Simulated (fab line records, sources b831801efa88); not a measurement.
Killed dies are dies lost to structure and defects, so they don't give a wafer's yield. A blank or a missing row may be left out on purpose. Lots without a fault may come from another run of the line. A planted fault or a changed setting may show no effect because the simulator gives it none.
A struck lot beside a sound one | flow sky130 | 15 steps out of a route of 708
Sound: wafers L291.1, L291.5, L291.6. Struck: wafers L293.4, L293.5, L293.6. The cause comes at the end.
At each step with rows: each side's tool, then ch and its chambers, then its first start. Under that, the readings that differ: sound wafers | struck wafers | difference of the means | sigmas: that difference in standard deviations of wafers without a fault.
alike: readings whose means differ by less than 2 such deviations, and words and numbers that are the same on both sides. not compared: withheld readings, readings that some wafer has no value for, bounds like >300 that may hide the same value, and numbers for which the record gives no deviation and whose values overlap.
The two part at a step that has a row with sigmas, a row that says differs or no value, or rows on one side only. Numbers that don't overlap but have no deviation are shown without sigmas and don't part them. A reading that every wafer of one side lacks parts them only if that side has two wafers or more.

SKY_CAPM_SPUTTER_02: material TiN, target thk 200 nm, time 166.7 s.
  sound on pvd_sputter-04, day 38 14:14; struck on pvd_sputter-04, day 39 06:50
  alike: throttle_valve_pct
SKY_CAPM_RS_MEAS_03: measures by four-point-probe.
  sound on film_metro-01, day 38 14:20; struck on film_metro-03, day 39 07:00
  alike: CAPM_TIN_RS
SKY_CAPM_THK_MEAS_04: measures by xrf.
  sound on film_metro-01, day 38 14:27; struck on film_metro-03, day 39 07:05
  alike: CAPM_TIN_THK
then, 7 steps without rows for these wafers: SKY_CAPM_DEHYDRATE_05 (time 60 s); SKY_CAPM_HMDS_06 (prime time 60 s); SKY_CAPM_COAT_07 (resist thk 1140 nm); SKY_CAPM_SOFTBAKE_08 (time 60 s); SKY_CAPM_EXPOSE_09 (exposes mask CAPM, target cd 1000 nm); SKY_CAPM_PEB_10; SKY_CAPM_DEVELOP_11 (develop time 60 s).
SKY_CAPM_OVL_MEAS_12:
  sound on overlay-01, day 39 14:30; struck on overlay-01, day 40 06:57
  alike: CAPM_OVL
SKY_CAPM_METAL_ETCH_13: etches TiN in Cl2/BCl3, stops on SiO2, target depth 220 nm, time 62.9 s.
  sound on rie_metal-03 ch 0,1, day 39 14:32; struck on rie_metal-04 ch 0,1, day 40 07:00
  alike: bias_w, drypump_motor_current_A, mfc_cl2_sccm, oes_product_au, throttle_valve_pct
  not compared: rf_hours_counter_h
SKY_CAPM_STRIP_14: strips in O2/N2.
  sound on plasma_asher-01 ch 0,1, day 39 14:37; struck on plasma_asher-01 ch 0,1, day 40 07:05
  reading             | sound          | struck         | difference | sigmas
  o2_flow_sccm (sccm) | 2983 3001 3012 | 3614 3609 3599 | +609       | +65
  alike: drypump_motor_current_A, n2_flow_sccm, oes_product_au, strip_time_to_endpoint_s
  not compared: rf_hours_counter_h
then, 2 steps without rows for these wafers: SKY_CAPM_STRIP_15 (strips in post etch residue remover, time 1200 s); SKY_PAD_OPEN_PROBE_99.

WHERE THEY PART
Only at SKY_CAPM_STRIP_14, within this record.

WHY: what the simulator had put in
Process parameter drift: plasma_asher-01, from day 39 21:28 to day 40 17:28, at SKY_CAPM_STRIP_14. Setting o2_flow_sccm, moved by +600, from 3000. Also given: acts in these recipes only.
